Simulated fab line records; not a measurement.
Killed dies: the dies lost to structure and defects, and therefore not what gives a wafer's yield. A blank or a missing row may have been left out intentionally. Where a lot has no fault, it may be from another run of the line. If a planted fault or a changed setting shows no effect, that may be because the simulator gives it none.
fab line records -- flow gf180mcu
record lots=14, wafers=41, lastDay=34
route steps=602 shown VT_IMPLANT@130 HV_LDD@196 NSD@243
lots untouched by any fault: they come from a run of this same line in which no faults occurred
startH: hours from the record's first day to the start of the lot's first wafer shown -- waitH: hours from the lot's prior step to this one -- " repeats the value in the row above -- L1.1+2: a row that stands for several wafers -- - no value, or no start given -- * or withheld: withheld -- < > ~ a bound
route shown NAME@n: names a module that has steps shown in the file, with the first one's number in the route -- usual: the fault-free wafers' mean and standard deviation -- same: alike in all rows -- chamber/n: place in a boat -- sites: per-site readings -- _std_site: their standard deviation -- _edge_site: outer sites' mean less inner sites' -- radiusMm: for every site, how far away it sits from the centre of the wafer -- mask NAME#n: copy n -- behind: the last tool/chamber to shape the wafer -- hold: reason for holding the lot/hours on hold/outcome of the hold -- device: names the non-switching transistor (n, p or np) -- end of line: at the end of the route, the tests of the same wafers -- a step given without rows: its recipe and nothing more -- killed: not the wafer's yield, but the dies lost to structure and defects at the first sort -- map: shows each die of a wafer: x if killed, . if not, _ if none is there
set.NAME: the setting the step ran with; set.NAME@STEP: the setting that earlier step ran with -- model.NAME: the simulator's own value behind a step, which no gauge read
a sample of lots followed through the steps of the route, with each step as a table and each wafer as a row
services: a tool's chamber out of use, with start hour (startH, from the record's first day; less than 0 if before it), hours out, and reason
## steps
# step GF_VT_IMPLANT_OVL_MEAS_40
# usual VT_IMPLANT_03_OVL=0.9/1.5
lot.wafer,tool,chamber,startH,waitH,VT_IMPLANT_03_OVL[nm]
L665.2,overlay-02,-,177.79,0.1,1.7
L665.3,overlay-02,-,177.79,0.1,1.5
L665.6,overlay-02,-,177.79,0.1,-0.3
L666.1,overlay-01,-,178.09,0.1,4.1
L666.5,overlay-01,-,178.09,0.1,0.4
L666.6,overlay-01,-,178.09,0.1,1.4
L669.2,overlay-01,-,186.96,0.1,2.4
L669.4,overlay-01,-,186.96,0.1,2.0
L669.5,overlay-01,-,186.96,0.1,0.1
L668.1,overlay-01,-,189.69,0.1,1.0
L668.4,overlay-01,-,189.69,0.1,-1.8
L668.6,overlay-01,-,189.69,0.1,-0.5
L670.3,overlay-01,-,199.52,0.1,0.9
L670.5,overlay-01,-,199.52,0.1,0.8
L670.6,overlay-01,-,199.52,0.1,-1.6
L672.2,overlay-02,-,208.94,0.1,0.9
L672.4,overlay-02,-,208.94,0.1,2.2
L672.6,overlay-02,-,208.94,0.1,-1.5
L673.2,overlay-02,-,215.24,0.1,2.8
L673.3,overlay-02,-,215.24,0.1,1.0
L673.5,overlay-02,-,215.24,0.1,3.2
L674.2,overlay-02,-,225.29,0.1,-1.3
L674.3,overlay-02,-,225.29,0.1,1.5
L674.4,overlay-02,-,225.29,0.1,1.0
L676.3,overlay-02,-,236.87,0.1,0.2
L676.4,overlay-02,-,236.87,0.1,-0.2
L676.5,overlay-02,-,236.87,0.1,-0.2
L677.4,overlay-02,-,245.05,0.1,2.0
L677.5,overlay-02,-,245.05,0.1,0.3
L678.1,overlay-02,-,249.95,0.1,0.5
L678.3,overlay-02,-,249.95,0.1,0.6
L678.6,overlay-02,-,249.95,0.1,1.7
L685.1,overlay-01,-,302.85,0.1,2.7
L685.5,overlay-01,-,302.85,0.1,1.3
L685.6,overlay-01,-,302.85,0.1,2.0
L686.2,overlay-02,-,303.96,0.1,1.0
L686.3,overlay-02,-,303.96,0.1,-1.7
L686.4,overlay-02,-,303.96,0.1,0.3
L687.1,overlay-01,-,311.79,0.1,1.2
L687.4,overlay-01,-,311.79,0.1,1.3
L687.5,overlay-01,-,311.79,0.1,2.7
# step GF_HV_LDD_OVL_MEAS_20
# usual HV_LDD_01_OVL=0.9/1.4
lot.wafer,tool,chamber,startH,waitH,HV_LDD_01_OVL[nm]
L665.2,overlay-02,-,255.58,0.1,0.3
L665.3,overlay-02,-,255.58,0.1,0.5
L665.6,overlay-02,-,255.58,0.1,1.2
L666.1,overlay-02,-,255.97,0.1,2.5
L666.5,overlay-02,-,255.97,0.1,1.3
L666.6,overlay-02,-,255.97,0.1,1.2
L669.2,overlay-02,-,267.43,0.1,1.0
L669.4,overlay-02,-,267.43,0.1,1.0
L669.5,overlay-02,-,267.43,0.1,0.1
L668.1,overlay-01,-,271.47,0.1,2.6
L668.4,overlay-01,-,271.47,0.1,2.2
L668.6,overlay-01,-,271.47,0.1,1.2
L670.3,overlay-01,-,282.33,0.1,0.5
L670.5,overlay-01,-,282.33,0.1,1.6
L670.6,overlay-01,-,282.33,0.1,1.6
L672.2,overlay-01,-,294.93,0.1,-2.7
L672.4,overlay-01,-,294.93,0.1,0.0
L672.6,overlay-01,-,294.93,0.1,-1.2
L673.2,overlay-01,-,299.23,0.1,-2.6
L673.3,overlay-01,-,299.23,0.1,0.4
L673.5,overlay-01,-,299.23,0.1,-0.9
L674.2,overlay-02,-,311.82,0.1,0.1
L674.3,overlay-02,-,311.82,0.1,-0.5
L674.4,overlay-02,-,311.82,0.1,-0.3
L676.3,overlay-02,-,326.93,0.1,2.5
L676.4,overlay-02,-,326.93,0.1,3.1
L676.5,overlay-02,-,326.93,0.1,2.4
L677.4,overlay-02,-,332.84,0.1,-0.3
L677.5,overlay-02,-,332.84,0.1,-1.2
L678.1,overlay-01,-,339.82,0.1,1.0
L678.3,overlay-01,-,339.82,0.1,1.3
L678.6,overlay-01,-,339.82,0.1,0.8
L685.1,overlay-02,-,396.87,0.1,1.5
L685.5,overlay-02,-,396.87,0.1,1.6
L685.6,overlay-02,-,396.87,0.1,1.0
L686.2,overlay-02,-,399.82,0.1,1.4
L686.3,overlay-02,-,399.82,0.1,2.9
L686.4,overlay-02,-,399.82,0.1,0.4
L687.1,overlay-02,-,409.72,0.1,1.1
L687.4,overlay-02,-,409.72,0.1,1.1
L687.5,overlay-02,-,409.72,0.1,1.2
# step GF_HV_LDD_IMPLANT_36
# recipe species=P, energyKev=60, doseCm2=7.5e+12, tiltDeg=30, rotationDeg=270
lot.wafer,tool,chamber,startH,waitH
L665.2+3+6,implanter-01,0,275.63,0.1
L666.1+5+6,implanter-02,0,276.25,0.1
L669.2+4+5,implanter-04,0,287.73,0.1
L668.1+4+6,implanter-01,0,292.16,0.1
L670.3+5+6,implanter-02,0,302.86,0.1
L672.2+4+6,implanter-04,0,315.88,0.1
L673.2+3+5,implanter-02,0,320.23,0.1
L674.2+3+4,implanter-02,0,333.13,0.1
L676.3+4+5,implanter-02,0,348.31,0.1
L677.4+5,implanter-02,0,355.18,0.1
L678.1+3+6,implanter-04,0,362.35,0.1
L685.1+5+6,implanter-01,0,421.31,0.1
L686.2+3+4,implanter-01,0,424.38,0.1
L687.1+4+5,implanter-04,0,434.30,0.1
# step GF_HV_LDD_RS_MEAS_53
# recipe thkMeasGauge=four-point-probe
# usual HV_LDD_RS=418.4/0.75
lot.wafer,tool,chamber,startH,waitH,HV_LDD_RS[ohm/sq]
L665.2,filmMetro-02,-,296.30,0.1,418.4
L665.3,filmMetro-02,-,296.30,0.1,417.4
L665.6,filmMetro-02,-,296.30,0.1,417.4
L666.1,filmMetro-02,-,296.88,0.1,418.8
L666.5,filmMetro-02,-,296.88,0.1,417.1
L666.6,filmMetro-02,-,296.88,0.1,418.4
L669.2,filmMetro-03,-,308.40,0.1,418.7
L669.4,filmMetro-03,-,308.40,0.1,419.9
L669.5,filmMetro-03,-,308.40,0.1,419.9
L668.1,filmMetro-03,-,313.39,0.1,418.5
L668.4,filmMetro-03,-,313.39,0.1,417.5
L668.6,filmMetro-03,-,313.39,0.1,418.0
L670.3,filmMetro-02,-,324.28,0.1,417.8
L670.5,filmMetro-02,-,324.28,0.1,416.9
L670.6,filmMetro-02,-,324.28,0.1,418.3
L672.2,filmMetro-03,-,337.45,0.1,417.6
L672.4,filmMetro-03,-,337.45,0.1,417.9
L672.6,filmMetro-03,-,337.45,0.1,418.0
L673.2,filmMetro-03,-,342.15,0.1,419.7
L673.3,filmMetro-03,-,342.15,0.1,418.2
L673.5,filmMetro-03,-,342.15,0.1,418.2
L674.2,filmMetro-02,-,355.15,0.1,418.2
L674.3,filmMetro-02,-,355.15,0.1,418.9
L674.4,filmMetro-02,-,355.15,0.1,418.9
L676.3,filmMetro-03,-,370.97,0.1,417.4
L676.4,filmMetro-03,-,370.97,0.1,424.3
L676.5,filmMetro-03,-,370.97,0.1,424.4
L677.4,filmMetro-03,-,377.84,0.1,424.7
L677.5,filmMetro-03,-,377.84,0.1,423.9
L678.1,filmMetro-04,-,384.73,0.1,418.5
L678.3,filmMetro-04,-,384.73,0.1,417.5
L678.6,filmMetro-04,-,384.73,0.1,418.5
L685.1,filmMetro-04,-,446.78,0.1,418.5
L685.5,filmMetro-04,-,446.78,0.1,417.2
L685.6,filmMetro-04,-,446.78,0.1,418.0
L686.2,filmMetro-04,-,449.50,0.1,418.6
L686.3,filmMetro-04,-,449.50,0.1,418.0
L686.4,filmMetro-04,-,449.50,0.1,418.0
L687.1,filmMetro-03,-,459.33,0.1,418.9
L687.4,filmMetro-03,-,459.33,0.1,419.0
L687.5,filmMetro-03,-,459.33,0.1,418.6
# step GF_NSD_OVL_MEAS_08
# usual NSD_OVL=-0.6/1.4
lot.wafer,tool,chamber,startH,waitH,NSD_OVL[nm]
L665.2,overlay-01,-,320.33,0.1,-1.9
L665.3,overlay-01,-,320.33,0.1,-1.5
L665.6,overlay-01,-,320.33,0.1,-3.0
L666.1,overlay-02,-,322.70,0.1,0.3
L666.5,overlay-02,-,322.70,0.1,-1.0
L666.6,overlay-02,-,322.70,0.1,-0.1
L669.2,overlay-01,-,332.53,0.1,-1.2
L669.4,overlay-01,-,332.53,0.1,-1.3
L669.5,overlay-01,-,332.53,0.1,-1.2
L668.1,overlay-01,-,336.84,0.1,-2.4
L668.4,overlay-01,-,336.84,0.1,-1.4
L668.6,overlay-01,-,336.84,0.1,-3.5
L670.3,overlay-01,-,347.58,0.1,-0.4
L670.5,overlay-01,-,347.58,0.1,-0.3
L670.6,overlay-01,-,347.58,0.1,0.2
L672.2,overlay-01,-,362.17,0.1,-3.2
L672.4,overlay-01,-,362.17,0.1,-2.0
L672.6,overlay-01,-,362.17,0.1,-2.2
L673.2,overlay-01,-,366.46,0.1,-2.0
L673.3,overlay-01,-,366.46,0.1,-2.7
L673.5,overlay-01,-,366.46,0.1,-2.1
L674.2,overlay-01,-,380.22,0.1,-0.7
L674.3,overlay-01,-,380.22,0.1,-1.0
L674.4,overlay-01,-,380.22,0.1,0.1
L676.3,overlay-02,-,395.98,0.1,-0.4
L676.4,overlay-02,-,395.98,0.1,-0.2
L676.5,overlay-02,-,395.98,0.1,-2.1
L677.4,overlay-02,-,403.44,0.1,-2.6
L677.5,overlay-02,-,403.44,0.1,-1.3
L678.1,overlay-02,-,410.20,0.1,-2.0
L678.3,overlay-02,-,410.20,0.1,-2.3
L678.6,overlay-02,-,410.20,0.1,1.9
L685.1,overlay-02,-,472.95,0.1,0.8
L685.5,overlay-02,-,472.95,0.1,-0.7
L685.6,overlay-02,-,472.95,0.1,2.1
L686.2,overlay-02,-,476.67,0.1,1.6
L686.3,overlay-02,-,476.67,0.1,0.7
L686.4,overlay-02,-,476.67,0.1,1.8
L687.1,overlay-02,-,485.77,0.1,-0.6
L687.4,overlay-02,-,485.77,0.1,-1.9
L687.5,overlay-02,-,485.77,0.1,0.1
## services
tool,chamber,startH,hours,kind
implanter-02,-,267.31,2.1,repair
implanter-02,-,270.86,0.6,repair
implanter-01,-,283.50,4.1,pm
implanter-02,-,337.81,4.3,pm
implanter-02,-,405.02,1.6,repair
implanter-02,-,418.18,3.5,repair
implanter-02,-,423.87,20.9,pm
implanter-01,-,430.62,1.4,repair
## key
firstSign step=GF_HV_LDD_RS_MEAS_53, reading=HV_LDD_RS, direction=up, sigmas=7.9, usual=418.4, struck=424.3
effect none on later readings
metAt GF_HV_LDD_IMPLANT_36
struckLots L676,L677
struckWafers L676.4,L676.5,L677.4,L677.5
sortLeftOut L677.4,L677.5
testerLeftOut L676,L677
notActingAt GF_VT_IMPLANT_OVL_MEAS_40,GF_HV_LDD_OVL_MEAS_20,GF_NSD_OVL_MEAS_08
onsetBetween 333.13 348.31
fault kind=processParameterDrift, tool=implanter-02, chamber=-, onsetH=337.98, steps=GF_HV_LDD_IMPLANT_36, channel=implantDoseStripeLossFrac, offset=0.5, shape=step, endH=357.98, scope=struckWafersOnly
# testerLeftOut: of these lots the tester's yield and bins aren't shown, on N5 and GAA mostly nor the transistor test; their killed dies are dies lost to structure and defects alone, not to doping, threshold or leakage, so they don't give the yield
# sortLeftOut: the simulated sort isn't trusted on such a fault, so these wafers' sort isn't shown, and their yield isn't known
